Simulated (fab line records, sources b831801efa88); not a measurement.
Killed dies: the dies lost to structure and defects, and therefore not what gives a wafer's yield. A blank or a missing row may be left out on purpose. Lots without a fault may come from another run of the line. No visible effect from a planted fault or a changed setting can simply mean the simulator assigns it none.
Which tool did it?	flow gf180mcu	Sampling: 12 lots, 36 wafers, 6 of 602 route steps

== WHAT THE GAUGES READ, wafer by wafer ==
GF_V2_THK_MEAS_03.
lot	measured	on	V2_CVD_02_THK (nm)
L653	day 19 05:27	film_metro-02	871 878 870
L654	day 20 02:46	film_metro-02	846 843 856
L657	day 21 07:38	film_metro-04	852 842 865
L660	day 22 10:47	film_metro-02	845 854 853
L661	day 22 19:23	film_metro-03	849 850 854
L664	day 23 16:16	film_metro-03	846 859 857
L668	day 25 01:17	film_metro-03	695 704 713
L670	day 25 15:31	film_metro-04	693 689 697
L671	day 25 23:58	film_metro-02	853 844 853
L673	day 26 16:04	film_metro-02	854 876 866
L674	day 26 22:04	film_metro-04	858 865 859
L675	day 27 08:43	film_metro-03	844 840 855

GF_M4_CD_MEAS_14: the cd target is 280 nm.
lot	measured	on	cd_nm (nm)
L653	day 23 10:51	cd_sem-01	281.0 280.6 281.4
L654	day 24 04:01	cd_sem-01	279.7 278.8 279.8
L657	day 25 07:19	cd_sem-02	278.5 278.2 280.0
L660	day 26 07:46	cd_sem-01	279.4 280.3 279.3
L661	day 26 16:30	cd_sem-02	279.9 280.7 279.6
L664	day 27 12:30	cd_sem-02	279.8 279.7 280.0
L668	day 28 16:35	cd_sem-01	279.8 279.6 279.0
L670	day 29 04:35	cd_sem-02	281.1 282.9 283.1
L671	day 29 12:53	cd_sem-02	278.6 279.9 279.6
L673	day 30 04:12	cd_sem-02	279.9 278.7 278.0
L674	day 30 08:40	cd_sem-02	280.4 280.5 279.4
L675	day 30 18:38	cd_sem-01	281.9 282.3 281.2

== WHAT TOOL EACH LOT RAN ON (gives the tool, then ch and the chambers of the sampled wafers, and finally the start) ==
lot	GF_HV_LDD_STRIP_10	GF_V2_CVD_02	GF_V2_ETCH_17	GF_V3_SPUTTER_22
L653	plasma_asher-03 ch 0,1, day 10 02:45	pecvd-02 ch 0,1,2, day 19 05:22	rie_diel-03 ch 0,1,3, day 22 10:38 or earlier	pvd_sputter-03, day 22 10:38
L654	plasma_asher-03 ch 0,1, day 10 17:25	pecvd-01 ch 0,1,2, day 20 02:41	rie_diel-04 ch 0,2, day 23 05:27 or earlier	pvd_sputter-03, day 23 05:27
L657	plasma_asher-01 ch 0,1, day 11 19:19	pecvd-04 ch 0,2, day 21 07:34	rie_diel-03 ch 1,3, day 24 08:49 or earlier	pvd_sputter-03, day 24 08:49
L660	plasma_asher-03 ch 0,1, day 12 15:14	pecvd-04 ch 0,1, day 22 10:42	rie_diel-04 ch 0,3, day 25 09:22 or earlier	pvd_sputter-04, day 25 09:22
L661	plasma_asher-03 ch 0,1, day 12 20:01	pecvd-02 ch 0,1, day 22 19:18	rie_diel-04 ch 0,1,3, day 25 19:08 or earlier	pvd_sputter-04, day 25 19:08
L664	plasma_asher-03 ch 0,1, day 13 15:46	pecvd-02 ch 0,1, day 23 16:11	rie_diel-04 ch 1,3, day 26 15:56 or earlier	pvd_sputter-03, day 26 15:56
L668	plasma_asher-02 ch 0,1, day 15 00:05	pecvd-02 ch 0,2, day 25 01:11	rie_diel-04 ch 0,1, day 27 19:54 or earlier	pvd_sputter-01, day 27 19:54
L670	plasma_asher-01 ch 0,1, day 15 13:38	pecvd-02 ch 0,1,2, day 25 15:26	rie_diel-03 ch 1,2,3, day 28 08:49 or earlier	pvd_sputter-03, day 28 08:49
L671	plasma_asher-03 ch 0,1, day 15 21:54	pecvd-04 ch 0,2, day 25 23:53	rie_diel-04 ch 0,1,2, day 28 17:25 or earlier	pvd_sputter-01, day 28 17:25
L673	plasma_asher-03 ch 0,1, day 16 14:30	pecvd-01 ch 1,2, day 26 15:59	rie_diel-03 ch 0,2, day 29 08:22 or earlier	pvd_sputter-03, day 29 08:22
L674	plasma_asher-03 ch 0,1, day 16 21:47	pecvd-01 ch 0,1, day 26 21:57	rie_diel-04 ch 0,1,3, day 29 13:01 or earlier	pvd_sputter-03, day 29 13:01
L675	plasma_asher-01 ch 0,1, day 17 07:52	pecvd-01 ch 0,1, day 27 08:38	rie_diel-03 ch 1,2,3, day 29 23:04 or earlier	pvd_sputter-04, day 29 23:04
- GF_HV_LDD_STRIP_10: strips in O2/N2.
- GF_V2_CVD_02: deposits SiO2 from TEOS, target thk 850 nm, time 94.851 s.
- GF_V2_ETCH_17: etches SiO2 in C4F8/O2/Ar, stops on TiN, target depth 630 nm.
- GF_V3_SPUTTER_22: material TiN, target thk 10 nm, time 38.58 s.

== AS READ BY THE TOOLS THEMSELVES (means over the sampled wafers that have a number; for cases with no such wafer, the mark the record gives instead) ==
GF_HV_LDD_STRIP_10.
lot	tool	drypump_motor_current_A (A)	heater_power_w (W)	oes_product_au (a.u.)	strip_time_to_endpoint_s (s)
L653	plasma_asher-03	6.0	293	0.719	12.63
L654	plasma_asher-03	6.0	299	0.715	12.63
L657	plasma_asher-01	5.7	332	0.712	12.68
L660	plasma_asher-03	5.4	283	0.718	12.71
L661	plasma_asher-03	5.4	287	0.720	12.63
L664	plasma_asher-03	5.4	288	0.712	12.65
L668	plasma_asher-02	6.1	303	0.711	12.62
L670	plasma_asher-01	5.7	333	0.714	12.58
L671	plasma_asher-03	5.4	288	0.712	12.58
L673	plasma_asher-03	5.4	284	0.717	12.65
L674	plasma_asher-03	5.4	293	0.718	12.64
L675	plasma_asher-01	5.8	328	0.714	12.62

GF_V2_CVD_02.
lot	tool	heater_power_w (W)
L653	pecvd-02	703
L654	pecvd-01	765
L657	pecvd-04	735
L660	pecvd-04	665
L661	pecvd-02	661
L664	pecvd-02	704
L668	pecvd-02	716
L670	pecvd-02	707
L671	pecvd-04	729
L673	pecvd-01	684
L674	pecvd-01	665
L675	pecvd-01	700

GF_V2_ETCH_17.
lot	tool	oes_product_au (a.u.)
L653	rie_diel-03	0.855
L654	rie_diel-04	0.855
L657	rie_diel-03	0.855
L660	rie_diel-04	0.863
L661	rie_diel-04	0.859
L664	rie_diel-04	0.861
L668	rie_diel-04	0.745
L670	rie_diel-03	0.745
L671	rie_diel-04	0.860
L673	rie_diel-03	0.855
L674	rie_diel-04	0.858
L675	rie_diel-03	0.854

GF_V3_SPUTTER_22.
lot	tool	throttle_valve_pct (%)
L653	pvd_sputter-03	31.7
L654	pvd_sputter-03	30.7
L657	pvd_sputter-03	30.0
L660	pvd_sputter-04	30.2
L661	pvd_sputter-04	29.7
L664	pvd_sputter-03	31.1
L668	pvd_sputter-01	29.7
L670	pvd_sputter-03	30.5
L671	pvd_sputter-01	29.7
L673	pvd_sputter-03	30.9
L674	pvd_sputter-03	30.7
L675	pvd_sputter-04	29.2

== THE ANSWER, worked out from the rows above alone ==
Rule: the usual values come from the lots themselves. Put in order of their means at a reading, lots are off if they are a third of the lots or fewer, leave a main group of 4 or more, and stand apart from it by a gap of 3 or more times the standard deviation of the main group's means; of several such gaps the widest counts. A main group is skipped when, at the precision printed for the reading in the tables above, its means are all equal. A lot without any number at a reading at which 4 lots or more have one is off too. The other lots that the step has rows for count as sound. Order of review: gauges by route order, followed by the tools' own readings, for which a lot's mean as printed above is used. The first step at which some lot is off is used, and at that step the reading that is off furthest; a lot without a number counts as furthest.
Off: L668, L670, at GF_V2_THK_MEAS_03 (V2_CVD_02_THK). Mean 855 nm and standard deviation 8 in the main group.
A tool fits if, at a process step before that reading, it ran every lot that is off, and no sound lot after the first of them. The gauges at GF_V2_THK_MEAS_03 aren't tried: what is off there is off at GF_V2_ETCH_17 too, on other tools, and a gauge's error can't cause that. One candidate fits, namely pecvd-02 at GF_V2_CVD_02. A fault onset in the window from L664 (day 23 16:11, its last sound lot) to L668 (day 25 01:11, its first lot off) fits.

== WHAT THE SIMULATOR PUT IN ==
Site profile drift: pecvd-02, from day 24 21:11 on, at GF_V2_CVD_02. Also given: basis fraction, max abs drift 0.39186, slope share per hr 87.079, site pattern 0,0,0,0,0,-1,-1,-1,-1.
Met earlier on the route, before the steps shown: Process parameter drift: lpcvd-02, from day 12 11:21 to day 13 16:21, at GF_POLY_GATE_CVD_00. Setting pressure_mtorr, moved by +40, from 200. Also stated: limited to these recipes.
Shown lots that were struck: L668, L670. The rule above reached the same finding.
